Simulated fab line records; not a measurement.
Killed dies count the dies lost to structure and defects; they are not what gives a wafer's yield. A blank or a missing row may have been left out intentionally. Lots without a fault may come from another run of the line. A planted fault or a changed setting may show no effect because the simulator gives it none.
fab line records	flow sky130
record: lots: 5	wafers: 15	last-day: 50
route steps=708 shown DNWELL@42 PWDE@45 NWELL@56
lots untouched by any fault: they come from a run of this same line in which no faults occurred
start-h: start of the lot's first displayed wafer, in hours after the record's first day	wait-h: time in hours since the lot's previous step	" the same as in the row above	L1.1+2: several wafers, shown together as one row	- either no value or no given start	* or withheld: withheld	< > ~ a bound
route shown NAME@n: a module of which the file shows steps, and the number in the route of the first	usual: mean and standard deviation over wafers with no fault	same: alike in all rows	chamber/n: place in a boat	sites: per-site readings	_std_site: how widely they spread, as a standard deviation	_edge_site: inner sites' mean taken away from outer sites' mean	radius-mm: for every site, how far away it sits from the centre of the wafer	mask NAME#n: copy n	behind: the most recent tool/chamber to have shaped the wafer	hold: why the lot was held/for how many hours/how that ended	device: names the non-switching transistor (n, p or np)	end of line: the tests these same wafers got at the end of their route	step lacking rows: just its recipe	killed: at the first sort, the dies lost to defects and structure; wafer yield is something else	map: a wafer's dies, marking killed ones x, the rest . and places with no die _
set.NAME: setting as actually run; set.NAME@STEP: the setting as run at that earlier step	model.NAME: the simulator's own value behind a step, which no gauge read
certain route steps with their lots: each step a table, each wafer a row
services: when a tool's chamber went out of use (start-h, in hours from the record's first day, below 0 if earlier), for how many hours, and the reason
== steps ==
step: SKY_DNWELL_IMPLANT_07
recipe: species: P	energy-kev: withheld	dose-cm2: withheld	tilt-deg: withheld
lot.wafer	tool	chamber	start-h	wait-h
L084.2+3+4	implanter-02	0	106.51	-
L086.1+3+4	implanter-02	0	115.33	-
L087.3+4+6	implanter-04	0	122.29	-
L092.3+5+6	implanter-01	0	151.30	-
L094.3+5+6	implanter-04	0	163.73	-
step: SKY_DNWELL_STRIP_08
recipe: chemistry: O2/N2	power-w: 1400	pressure-mtorr: 1500	platen-temp-c: withheld	o2-flow-sccm: 3000	n2-flow-sccm: 300	overash-fraction: 0.5
usual: drypump-motor-current-A: 5.7/0.43	oes-product-au: 0.722/0.0045	strip-time-to-endpoint-s: 36.92/0.1
lot.wafer	tool	chamber	start-h	wait-h	drypump-motor-current-A	oes-product-au	rf-hours-counter-h	strip-time-to-endpoint-s
L084.2	plasma-asher-03	1	106.64	0.1	6.6	0.729	41	36.87
L084.3	"	0	"	"	5.7	0.719	-	36.87
L084.4	"	1	"	"	6.7	0.721	-	36.76
L086.1	plasma-asher-03	1	115.48	0.1	6.7	0.720	42	36.98
L086.3	"	0	"	"	5.7	0.729	-	36.92
L086.4	"	1	"	"	6.7	0.710	-	36.85
L087.3	plasma-asher-01	0	122.42	0.1	5.2	0.723	-	36.91
L087.4	"	1	"	"	5.4	0.718	-	37.07
L087.6	"	0	"	"	5.3	0.724	-	36.93
L092.3	plasma-asher-02	0	151.44	0.1	5.6	0.732	-	37.04
L092.5	"	1	"	"	5.6	0.723	-	37.01
L092.6	"	0	"	"	5.6	0.721	-	37.01
L094.3	plasma-asher-02	0	163.87	0.1	5.6	0.723	-	36.94
L094.5	"	1	"	"	5.7	0.721	-	36.96
L094.6	"	0	"	"	5.6	0.727	-	36.87
step: SKY_DNWELL_TW_MEAS_09
usual: DNWELL_TW: 1106/7.3
lot.wafer	tool	chamber	start-h	wait-h	DNWELL_TW
L084.2	film-metro-01	-	106.75	0.1	1109
L084.3	"	-	"	"	1104
L084.4	"	-	"	"	1101
L086.1	film-metro-02	-	115.58	0.1	1123
L086.3	"	-	"	"	1117
L086.4	"	-	"	"	1118
L087.3	film-metro-03	-	122.51	0.1	1096
L087.4	"	-	"	"	1091
L087.6	"	-	"	"	1093
L092.3	film-metro-01	-	151.52	0.1	1100
L092.5	"	-	"	"	1102
L092.6	"	-	"	"	1104
L094.3	film-metro-01	-	163.95	0.1	1112
L094.5	"	-	"	"	1114
L094.6	"	-	"	"	1109
step: SKY_PWDE_DEHYDRATE_00
recipe: temp-c: 200	time-s: 60
usual: heater-power-total-W: 160.37/0.13
lot.wafer	tool	chamber	start-h	wait-h	heater-power-total-W
L084.2	litho-track-01	0	115.71	9.0	160.19
L084.3	"	0	"	"	160.45
L084.4	"	0	"	"	160.21
L086.1	litho-track-03	0	123.76	8.2	160.61
L086.3	"	0	"	"	160.28
L086.4	"	0	"	"	160.59
L087.3	litho-track-01	0	131.64	9.1	160.33
L087.4	"	0	"	"	160.52
L087.6	"	0	"	"	160.38
L092.3	litho-track-03	0	161.00	9.5	160.35
L092.5	"	0	"	"	160.14
L092.6	"	0	"	"	160.57
L094.3	litho-track-02	0	174.14	10.2	160.30
L094.5	"	0	"	"	160.26
L094.6	"	0	"	"	160.25
step: SKY_PWDE_HMDS_01
recipe: prime-time-s: 60	prime-temp-c: 120
lot.wafer	tool	chamber	start-h	wait-h
L084.2+3+4	litho-track-01	0	115.86	0.1
L086.1+3+4	litho-track-03	0	123.91	0.1
L087.3+4+6	litho-track-01	0	131.79	0.1
L092.3+5+6	litho-track-03	0	161.15	0.1
L094.3+5+6	litho-track-02	0	174.29	0.1
step: SKY_PWDE_COAT_02
recipe: spin-rpm: 2000	resist-thk-nm: 3000
lot.wafer	tool	chamber	start-h	wait-h
L084.2+3+4	litho-track-01	0	116.01	0.1
L086.1+3+4	litho-track-03	0	124.06	0.1
L087.3+4+6	litho-track-01	0	131.94	0.1
L092.3+5+6	litho-track-03	0	161.30	0.1
L094.3+5+6	litho-track-02	0	174.44	0.1
step: SKY_PWDE_SOFTBAKE_03
recipe: temp-c: 110	time-s: withheld
usual: heater-power-total-W: 65.33/0.12
lot.wafer	tool	chamber	start-h	wait-h	heater-power-total-W
L084.2	litho-track-01	0	116.17	0.1	65.36
L084.3	"	0	"	"	65.30
L084.4	"	0	"	"	65.10
L086.1	litho-track-03	0	124.21	0.1	65.10
L086.3	"	0	"	"	65.14
L086.4	"	0	"	"	65.37
L087.3	litho-track-01	0	132.11	0.1	65.39
L087.4	"	0	"	"	65.22
L087.6	"	0	"	"	65.52
L092.3	litho-track-03	0	161.47	0.1	65.41
L092.5	"	0	"	"	65.29
L092.6	"	0	"	"	65.39
L094.3	litho-track-02	0	174.60	0.1	65.19
L094.5	"	0	"	"	65.25
L094.6	"	0	"	"	65.24
step: SKY_PWDE_EXPOSE_04
recipe: mask-id: PWDEM	na: 0.6	source-shape: conventional	sigma-outer: 0.6	polarization: unpolarized	target-cd-nm: 840	dose-mj: 214
usual: reticle-temp-C: 23.01/0.11
lot.wafer	tool	chamber	start-h	wait-h	mask	reticle-temp-C
L084.2	iline-stepper-01	0	-	-	PWDEM#0	22.86
L084.3	"	0	"	"	PWDEM#0	23.02
L084.4	"	0	"	"	PWDEM#0	22.90
L086.1	iline-stepper-01	0	-	-	PWDEM#0	23.10
L086.3	"	0	"	"	PWDEM#0	22.98
L086.4	"	0	"	"	PWDEM#0	23.16
L087.3	iline-stepper-01	0	-	-	PWDEM#0	23.08
L087.4	"	0	"	"	PWDEM#0	23.14
L087.6	"	0	"	"	PWDEM#0	23.04
L092.3	iline-stepper-02	0	-	-	PWDEM#0	22.99
L092.5	"	0	"	"	PWDEM#0	22.90
L092.6	"	0	"	"	PWDEM#0	23.03
L094.3	iline-stepper-02	0	-	-	PWDEM#0	23.13
L094.5	"	0	"	"	PWDEM#0	22.99
L094.6	"	0	"	"	PWDEM#0	22.86
step: SKY_PWDE_PEB_05
recipe: temp-c: 115	time-s: withheld
usual: heater-power-total-W: 69.33/0.13
lot.wafer	tool	chamber	start-h	wait-h	heater-power-total-W
L084.2	litho-track-01	0	-	-	69.36
L084.3	"	0	"	"	69.50
L084.4	"	0	"	"	69.31
L086.1	litho-track-02	0	-	-	69.19
L086.3	"	0	"	"	69.23
L086.4	"	0	"	"	69.48
L087.3	litho-track-03	0	-	-	69.47
L087.4	"	0	"	"	69.15
L087.6	"	0	"	"	69.49
L092.3	litho-track-01	0	-	-	69.53
L092.5	"	0	"	"	69.37
L092.6	"	0	"	"	69.31
L094.3	litho-track-03	0	-	-	69.41
L094.5	"	0	"	"	69.32
L094.6	"	0	"	"	69.33
step: SKY_PWDE_DEVELOP_06
recipe: wall-angle-deg: 90	developer: TMAH	develop-time-s: 60	dev-temp-c: 23
lot.wafer	tool	chamber	start-h	wait-h
L084.2+3+4	litho-track-01	0	-	-
L086.1+3+4	litho-track-02	0	-	-
L087.3+4+6	litho-track-03	0	-	-
L092.3+5+6	litho-track-01	0	-	-
L094.3+5+6	litho-track-03	0	-	-
step: SKY_PWDE_OVL_MEAS_07
usual: PWDE_OVL: -0.2/1.4
lot.wafer	tool	chamber	start-h	wait-h	PWDE_OVL[nm]
L084.2	overlay-01	-	125.15	-	-1.2
L084.3	"	-	"	"	0.4
L084.4	"	-	"	"	-0.5
L086.1	overlay-01	-	133.84	-	-0.4
L086.3	"	-	"	"	0.6
L086.4	"	-	"	"	-0.1
L087.3	overlay-01	-	141.22	-	-2.2
L087.4	"	-	"	"	-0.3
L087.6	"	-	"	"	-1.2
L092.3	overlay-02	-	171.45	-	-0.8
L092.5	"	-	"	"	-1.3
L092.6	"	-	"	"	1.2
L094.3	overlay-01	-	185.47	-	0.2
L094.5	"	-	"	"	-0.7
L094.6	"	-	"	"	1.2
step: SKY_PWDE_IMPLANT_08
recipe: species: B	energy-kev: 150	dose-cm2: 3.6e+12	tilt-deg: withheld
lot.wafer	tool	chamber	start-h	wait-h
L084.2+3+4	implanter-01	0	125.20	0.0
L086.1+3+4	implanter-01	0	133.87	0.0
L087.3+4+6	implanter-01	0	141.29	0.1
L092.3+5+6	implanter-02	0	171.53	0.1
L094.3+5+6	implanter-01	0	185.54	0.1
step: SKY_PWDE_STRIP_09
recipe: chemistry: O2/N2	power-w: 1400	pressure-mtorr: 1500	platen-temp-c: withheld	o2-flow-sccm: 3000	n2-flow-sccm: 300	overash-fraction: 0.5
usual: drypump-motor-current-A: 5.8/0.51	oes-product-au: 0.722/0.0048	strip-time-to-endpoint-s: 36.86/0.11
lot.wafer	tool	chamber	start-h	wait-h	drypump-motor-current-A	oes-product-au	rf-hours-counter-h	strip-time-to-endpoint-s
L084.2	plasma-asher-04	0	125.33	0.1	6.2	0.711	43	37.02
L084.3	"	1	"	"	6.3	0.718	-	37.10
L084.4	"	0	"	"	6.2	0.722	-	37.11
L086.1	plasma-asher-03	1	134.02	0.1	6.7	0.724	44	36.79
L086.3	"	0	"	"	5.7	0.726	-	36.83
L086.4	"	1	"	"	6.7	0.712	-	36.74
L087.3	plasma-asher-01	1	141.42	0.1	5.4	0.717	-	36.95
L087.4	"	0	"	"	5.3	0.725	-	36.95
L087.6	"	0	"	"	5.3	0.724	-	36.84
L092.3	plasma-asher-01	1	171.66	0.1	5.4	0.722	-	36.90
L092.5	"	1	"	"	5.4	0.722	-	36.78
L092.6	"	0	"	"	5.2	0.731	-	36.84
L094.3	plasma-asher-03	0	185.67	0.1	5.7	0.719	-	36.89
L094.5	"	1	"	"	6.7	0.724	-	36.85
L094.6	"	0	"	"	5.7	0.723	-	36.87
step: SKY_PWDE_TW_MEAS_10
usual: PWDE_TW: 371.7/2.8
lot.wafer	tool	chamber	start-h	wait-h	PWDE_TW
L084.2	film-metro-02	-	125.44	0.1	372.8
L084.3	"	-	"	"	371.6
L084.4	"	-	"	"	372.7
L086.1	film-metro-03	-	134.12	0.1	368.6
L086.3	"	-	"	"	370.8
L086.4	"	-	"	"	367.7
L087.3	film-metro-01	-	141.51	0.1	370.0
L087.4	"	-	"	"	371.2
L087.6	"	-	"	"	371.2
L092.3	film-metro-03	-	171.75	0.1	364.9
L092.5	"	-	"	"	366.8
L092.6	"	-	"	"	367.8
L094.3	film-metro-03	-	185.76	0.1	367.6
L094.5	"	-	"	"	365.9
L094.6	"	-	"	"	365.7
step: SKY_NWELL_DEHYDRATE_03
recipe: temp-c: 200	time-s: 60
usual: heater-power-total-W: 160.37/0.13
lot.wafer	tool	chamber	start-h	wait-h	heater-power-total-W
L084.2	litho-track-01	0	134.96	9.5	160.19
L084.3	"	0	"	"	160.29
L084.4	"	0	"	"	160.54
L086.1	litho-track-01	0	143.04	8.9	160.21
L086.3	"	0	"	"	160.52
L086.4	"	0	"	"	160.54
L087.3	litho-track-04	0	150.53	9.0	160.54
L087.4	"	0	"	"	160.14
L087.6	"	0	"	"	160.34
L092.3	litho-track-01	0	181.64	9.9	160.41
L092.5	"	0	"	"	160.31
L092.6	"	0	"	"	160.41
L094.3	litho-track-04	0	195.73	10.0	160.18
L094.5	"	0	"	"	160.20
L094.6	"	0	"	"	160.28
step: SKY_NWELL_HMDS_04
recipe: prime-time-s: 60	prime-temp-c: 120
lot.wafer	tool	chamber	start-h	wait-h
L084.2+3+4	litho-track-01	0	135.11	0.1
L086.1+3+4	litho-track-01	0	143.19	0.1
L087.3+4+6	litho-track-04	0	150.68	0.1
L092.3+5+6	litho-track-01	0	181.79	0.1
L094.3+5+6	litho-track-04	0	195.88	0.1
step: SKY_NWELL_COAT_05
recipe: spin-rpm: 2000	resist-thk-nm: 3000
lot.wafer	tool	chamber	start-h	wait-h
L084.2+3+4	litho-track-01	0	135.26	0.1
L086.1+3+4	litho-track-01	0	143.34	0.1
L087.3+4+6	litho-track-04	0	150.83	0.1
L092.3+5+6	litho-track-01	0	181.94	0.1
L094.3+5+6	litho-track-04	0	196.03	0.1
step: SKY_NWELL_SOFTBAKE_06
recipe: temp-c: 110	time-s: withheld
usual: heater-power-total-W: 65.33/0.13
lot.wafer	tool	chamber	start-h	wait-h	heater-power-total-W
L084.2	litho-track-01	0	135.42	0.1	65.48
L084.3	"	0	"	"	65.53
L084.4	"	0	"	"	65.30
L086.1	litho-track-01	0	143.49	0.1	65.39
L086.3	"	0	"	"	65.43
L086.4	"	0	"	"	65.15
L087.3	litho-track-04	0	151.00	0.1	65.50
L087.4	"	0	"	"	65.21
L087.6	"	0	"	"	65.24
L092.3	litho-track-01	0	182.11	0.1	65.44
L092.5	"	0	"	"	65.31
L092.6	"	0	"	"	65.30
L094.3	litho-track-04	0	196.20	0.1	65.13
L094.5	"	0	"	"	65.49
L094.6	"	0	"	"	65.35
step: SKY_NWELL_EXPOSE_07
recipe: mask-id: NWM	na: 0.6	source-shape: conventional	sigma-outer: 0.6	polarization: unpolarized	target-cd-nm: 840	dose-mj: 255
usual: reticle-temp-C: 23.02/0.099
lot.wafer	tool	chamber	start-h	wait-h	mask	reticle-temp-C
L084.2	iline-stepper-02	0	-	-	NWM#0	23.15
L084.3	"	0	"	"	NWM#0	23.13
L084.4	"	0	"	"	NWM#0	22.97
L086.1	iline-stepper-02	0	-	-	NWM#0	23.16
L086.3	"	0	"	"	NWM#0	22.90
L086.4	"	0	"	"	NWM#0	23.00
L087.3	iline-stepper-02	0	-	-	NWM#0	23.09
L087.4	"	0	"	"	NWM#0	22.93
L087.6	"	0	"	"	NWM#0	23.06
L092.3	iline-stepper-01	0	-	-	NWM#0	22.92
L092.5	"	0	"	"	NWM#0	22.80
L092.6	"	0	"	"	NWM#0	22.90
L094.3	iline-stepper-02	0	-	-	NWM#0	22.83
L094.5	"	0	"	"	NWM#0	23.09
L094.6	"	0	"	"	NWM#0	22.99
step: SKY_NWELL_PEB_08
recipe: temp-c: 115	time-s: withheld
usual: heater-power-total-W: 69.33/0.12
lot.wafer	tool	chamber	start-h	wait-h	heater-power-total-W
L084.2	litho-track-03	0	-	-	69.46
L084.3	"	0	"	"	69.50
L084.4	"	0	"	"	69.24
L086.1	litho-track-03	0	-	-	69.32
L086.3	"	0	"	"	69.27
L086.4	"	0	"	"	69.35
L087.3	litho-track-01	0	-	-	69.43
L087.4	"	0	"	"	69.47
L087.6	"	0	"	"	69.34
L092.3	litho-track-03	0	-	-	69.23
L092.5	"	0	"	"	69.50
L092.6	"	0	"	"	69.52
L094.3	litho-track-04	0	-	-	69.26
L094.5	"	0	"	"	69.49
L094.6	"	0	"	"	69.14
step: SKY_NWELL_DEVELOP_09
recipe: wall-angle-deg: 90	developer: TMAH	develop-time-s: 60	dev-temp-c: 23
lot.wafer	tool	chamber	start-h	wait-h
L084.2+3+4	litho-track-03	0	-	-
L086.1+3+4	litho-track-03	0	-	-
L087.3+4+6	litho-track-01	0	-	-
L092.3+5+6	litho-track-03	0	-	-
L094.3+5+6	litho-track-04	0	-	-
step: SKY_NWELL_OVL_MEAS_10
usual: NWELL_00_OVL: -0.6/1.2
lot.wafer	tool	chamber	start-h	wait-h	NWELL_00_OVL[nm]
L084.2	overlay-01	-	144.66	-	-0.4
L084.3	"	-	"	"	0.2
L084.4	"	-	"	"	-1.3
L086.1	overlay-01	-	153.70	-	0.2
L086.3	"	-	"	"	-1.3
L086.4	"	-	"	"	-0.8
L087.3	overlay-02	-	161.25	-	-2.0
L087.4	"	-	"	"	-1.1
L087.6	"	-	"	"	-2.5
L092.3	overlay-01	-	192.32	-	0.5
L092.5	"	-	"	"	-0.8
L092.6	"	-	"	"	0.4
L094.3	overlay-02	-	207.25	-	-1.3
L094.5	"	-	"	"	-1.2
L094.6	"	-	"	"	-2.0
step: SKY_NWELL_IMPLANT_11
recipe: species: P	energy-kev: 394.5	dose-cm2: 1.9e+13	tilt-deg: withheld
lot.wafer	tool	chamber	start-h	wait-h
L084.2+3+4	implanter-02	0	144.72	0.0
L086.1+3+4	implanter-04	0	153.74	0.0
L087.3+4+6	implanter-03	0	161.33	0.1
L092.3+5+6	implanter-03	0	192.39	0.1
L094.3+5+6	implanter-04	0	207.32	0.1
step: SKY_NWELL_IMPLANT_12
recipe: species: P	energy-kev: 120	dose-cm2: 1.3e+12	tilt-deg: withheld
lot.wafer	tool	chamber	start-h	wait-h
L084.2+3+4	implanter-02	0	144.87	0.1
L086.1+3+4	implanter-04	0	153.89	0.1
L087.3+4+6	implanter-03	0	161.48	0.1
L092.3+5+6	implanter-03	0	192.54	0.1
L094.3+5+6	implanter-04	0	207.47	0.1
step: SKY_NWELL_IMPLANT_13
recipe: species: P	energy-kev: 50	dose-cm2: 7e+11	tilt-deg: withheld
lot.wafer	tool	chamber	start-h	wait-h
L084.2+3+4	implanter-02	0	145.02	0.1
L086.1+3+4	implanter-04	0	154.04	0.1
L087.3+4+6	implanter-03	0	161.63	0.1
L092.3+5+6	implanter-03	0	192.69	0.1
L094.3+5+6	implanter-04	0	207.62	0.1
step: SKY_NWELL_STRIP_14
recipe: chemistry: O2/N2	power-w: 1400	pressure-mtorr: 1500	platen-temp-c: withheld	o2-flow-sccm: 3000	n2-flow-sccm: 300	overash-fraction: 0.5
usual: drypump-motor-current-A: 5.7/0.37	oes-product-au: 0.723/0.0043	strip-time-to-endpoint-s: 36.90/0.11
lot.wafer	tool	chamber	start-h	wait-h	drypump-motor-current-A	oes-product-au	rf-hours-counter-h	strip-time-to-endpoint-s
L084.2	plasma-asher-01	1	145.14	0.1	5.5	0.722	34	36.81
L084.3	"	0	"	"	5.3	0.721	-	36.92
L084.4	"	1	"	"	5.4	0.719	-	36.87
L086.1	plasma-asher-02	1	154.19	0.1	5.6	0.724	4	36.76
L086.3	"	1	"	"	5.6	0.720	-	36.80
L086.4	"	0	"	"	5.6	0.723	-	36.78
L087.3	plasma-asher-01	1	161.76	0.1	5.4	0.721	-	36.86
L087.4	"	0	"	"	5.3	0.722	-	36.88
L087.6	"	0	"	"	5.3	0.725	-	36.89
L092.3	plasma-asher-04	0	192.82	0.1	6.3	0.718	-	36.92
L092.5	"	0	"	"	6.2	0.725	-	36.87
L092.6	"	1	"	"	6.3	0.720	-	36.95
L094.3	plasma-asher-02	0	207.75	0.1	5.6	0.727	-	37.09
L094.5	"	0	"	"	5.6	0.718	-	36.95
L094.6	"	1	"	"	5.6	0.728	-	37.04
step: SKY_NWELL_TW_MEAS_15
usual: NWELL_TW: 1804/14
lot.wafer	tool	chamber	start-h	wait-h	NWELL_TW
L084.2	film-metro-01	-	145.25	0.1	1803
L084.3	"	-	"	"	1803
L084.4	"	-	"	"	1800
L086.1	film-metro-03	-	154.29	0.1	1806
L086.3	"	-	"	"	1804
L086.4	"	-	"	"	1812
L087.3	film-metro-03	-	161.85	0.1	1803
L087.4	"	-	"	"	1799
L087.6	"	-	"	"	1792
L092.3	film-metro-03	-	192.91	0.1	1774
L092.5	"	-	"	"	1787
L092.6	"	-	"	"	1794
L094.3	film-metro-03	-	207.84	0.1	1781
L094.5	"	-	"	"	1792
L094.6	"	-	"	"	1787
step: SKY_NWELL_DEHYDRATE_16
recipe: temp-c: 200	time-s: 60
usual: heater-power-total-W: 160.37/0.13
lot.wafer	tool	chamber	start-h	wait-h	heater-power-total-W
L084.2	litho-track-04	0	154.51	9.2	160.46
L084.3	"	0	"	"	160.36
L084.4	"	0	"	"	160.20
L086.1	litho-track-04	0	163.68	9.4	160.13
L086.3	"	0	"	"	160.49
L086.4	"	0	"	"	160.24
L087.3	litho-track-04	0	171.23	9.4	160.21
L087.4	"	0	"	"	160.35
L087.6	"	0	"	"	160.53
L092.3	litho-track-01	0	203.14	10.2	160.57
L092.5	"	0	"	"	160.31
L092.6	"	0	"	"	160.34
L094.3	litho-track-03	0	218.45	10.6	160.57
L094.5	"	0	"	"	160.14
L094.6	"	0	"	"	160.34
step: SKY_NWELL_HMDS_17
recipe: prime-time-s: 60	prime-temp-c: 120
lot.wafer	tool	chamber	start-h	wait-h
L084.2+3+4	litho-track-04	0	154.66	0.1
L086.1+3+4	litho-track-04	0	163.83	0.1
L087.3+4+6	litho-track-04	0	171.38	0.1
L092.3+5+6	litho-track-01	0	203.29	0.1
L094.3+5+6	litho-track-03	0	218.60	0.1
step: SKY_NWELL_COAT_18
recipe: spin-rpm: 2000	resist-thk-nm: 3000
lot.wafer	tool	chamber	start-h	wait-h
L084.2+3+4	litho-track-04	0	154.81	0.1
L086.1+3+4	litho-track-04	0	163.98	0.1
L087.3+4+6	litho-track-04	0	171.53	0.1
L092.3+5+6	litho-track-01	0	203.44	0.1
L094.3+5+6	litho-track-03	0	218.75	0.1
step: SKY_NWELL_SOFTBAKE_19
recipe: temp-c: 110	time-s: withheld
usual: heater-power-total-W: 65.31/0.14
lot.wafer	tool	chamber	start-h	wait-h	heater-power-total-W
L084.2	litho-track-04	0	154.97	0.1	65.38
L084.3	"	0	"	"	65.24
L084.4	"	0	"	"	65.13
L086.1	litho-track-04	0	164.13	0.1	65.38
L086.3	"	0	"	"	65.50
L086.4	"	0	"	"	65.57
L087.3	litho-track-04	0	171.70	0.1	65.49
L087.4	"	0	"	"	65.53
L087.6	"	0	"	"	65.04
L092.3	litho-track-01	0	203.61	0.1	65.29
L092.5	"	0	"	"	65.21
L092.6	"	0	"	"	65.25
L094.3	litho-track-03	0	218.92	0.1	65.47
L094.5	"	0	"	"	65.12
L094.6	"	0	"	"	65.51
step: SKY_NWELL_EXPOSE_20
recipe: mask-id: NWM_COMPLEMENT	na: 0.6	source-shape: conventional	sigma-outer: 0.6	polarization: unpolarized	target-cd-nm: 840	dose-mj: 260
usual: reticle-temp-C: 23.00/0.11
lot.wafer	tool	chamber	start-h	wait-h	mask	reticle-temp-C
L084.2	iline-stepper-01	0	-	-	NWM_COMPLEMENT#0	23.08
L084.3	"	0	"	"	NWM_COMPLEMENT#0	22.95
L084.4	"	0	"	"	NWM_COMPLEMENT#0	23.02
L086.1	iline-stepper-01	0	-	-	NWM_COMPLEMENT#0	22.95
L086.3	"	0	"	"	NWM_COMPLEMENT#0	22.98
L086.4	"	0	"	"	NWM_COMPLEMENT#0	22.98
L087.3	iline-stepper-01	0	-	-	NWM_COMPLEMENT#0	22.99
L087.4	"	0	"	"	NWM_COMPLEMENT#0	23.14
L087.6	"	0	"	"	NWM_COMPLEMENT#0	22.96
L092.3	iline-stepper-02	0	-	-	NWM_COMPLEMENT#0	23.05
L092.5	"	0	"	"	NWM_COMPLEMENT#0	22.92
L092.6	"	0	"	"	NWM_COMPLEMENT#0	22.92
L094.3	iline-stepper-02	0	-	-	NWM_COMPLEMENT#0	23.16
L094.5	"	0	"	"	NWM_COMPLEMENT#0	23.16
L094.6	"	0	"	"	NWM_COMPLEMENT#0	23.14
step: SKY_NWELL_PEB_21
recipe: temp-c: 115	time-s: withheld
usual: heater-power-total-W: 69.33/0.13
lot.wafer	tool	chamber	start-h	wait-h	heater-power-total-W
L084.2	litho-track-03	0	-	-	69.19
L084.3	"	0	"	"	69.50
L084.4	"	0	"	"	69.50
L086.1	litho-track-04	0	-	-	69.43
L086.3	"	0	"	"	69.24
L086.4	"	0	"	"	69.51
L087.3	litho-track-04	0	-	-	69.29
L087.4	"	0	"	"	69.31
L087.6	"	0	"	"	69.11
L092.3	litho-track-04	0	-	-	69.48
L092.5	"	0	"	"	69.51
L092.6	"	0	"	"	69.51
L094.3	litho-track-01	0	-	-	69.53
L094.5	"	0	"	"	69.24
L094.6	"	0	"	"	69.22
step: SKY_NWELL_DEVELOP_22
recipe: wall-angle-deg: 90	developer: TMAH	develop-time-s: 60	dev-temp-c: 23
lot.wafer	tool	chamber	start-h	wait-h
L084.2+3+4	litho-track-03	0	-	-
L086.1+3+4	litho-track-04	0	-	-
L087.3+4+6	litho-track-04	0	-	-
L092.3+5+6	litho-track-04	0	-	-
L094.3+5+6	litho-track-01	0	-	-
step: SKY_NWELL_OVL_MEAS_23
usual: NWELL_01_OVL: -1.0/1.3
lot.wafer	tool	chamber	start-h	wait-h	NWELL_01_OVL[nm]
L084.2	overlay-02	-	164.71	-	1.0
L084.3	"	-	"	"	-0.1
L084.4	"	-	"	"	-0.5
L086.1	overlay-02	-	174.58	-	-1.5
L086.3	"	-	"	"	0.6
L086.4	"	-	"	"	-1.8
L087.3	overlay-01	-	182.55	-	0.8
L087.4	"	-	"	"	1.1
L087.6	"	-	"	"	1.4
L092.3	overlay-02	-	214.10	-	-1.9
L092.5	"	-	"	"	-0.9
L092.6	"	-	"	"	-1.9
L094.3	overlay-01	-	230.00	-	0.5
L094.5	"	-	"	"	-0.3
L094.6	"	-	"	"	1.3
step: SKY_NWELL_IMPLANT_24
recipe: species: B	energy-kev: 140	dose-cm2: 9.2e+12	tilt-deg: withheld
lot.wafer	tool	chamber	start-h	wait-h
L084.2+3+4	implanter-02	0	164.77	0.0
L086.1+3+4	implanter-04	0	174.62	0.0
L087.3+4+6	implanter-03	0	182.62	0.1
L092.3+5+6	implanter-02	0	214.17	0.1
L094.3+5+6	implanter-02	0	230.08	0.1
== services ==
tool	chamber	start-h	hours	kind
implanter-04	-	85.38	1.3	repair
plasma-asher-01	-	95.17	1.8	repair
implanter-04	-	95.82	3.4	repair
plasma-asher-02	-	108.75	9.0	pm
plasma-asher-02	0	108.75	9.0	vent-cycle
plasma-asher-02	1	108.75	9.0	vent-cycle
plasma-asher-01	-	108.78	1.1	repair
iline-stepper-02	0	116.84	-	calibration
plasma-asher-02	-	117.02	0.3	repair
plasma-asher-02	0	117.75	-	clean
plasma-asher-02	1	117.75	-	clean
plasma-asher-03	-	136.37	2.6	repair
iline-stepper-02	-	138.06	2.1	pm
iline-stepper-02	-	140.14	-	consumable-replace:lamp
implanter-03	-	151.45	0.6	repair
implanter-03	-	156.35	2.5	repair
implanter-03	-	195.21	3.8	repair
plasma-asher-01	-	197.43	0.6	repair
iline-stepper-01	-	198.61	1.7	pm
implanter-01	-	214.59	1.6	repair
implanter-03	-	215.76	5.1	repair
iline-stepper-01	-	217.94	3.1	repair
plasma-asher-04	-	221.81	3.4	repair
implanter-01	-	223.60	2.8	pm
== key ==
fault none
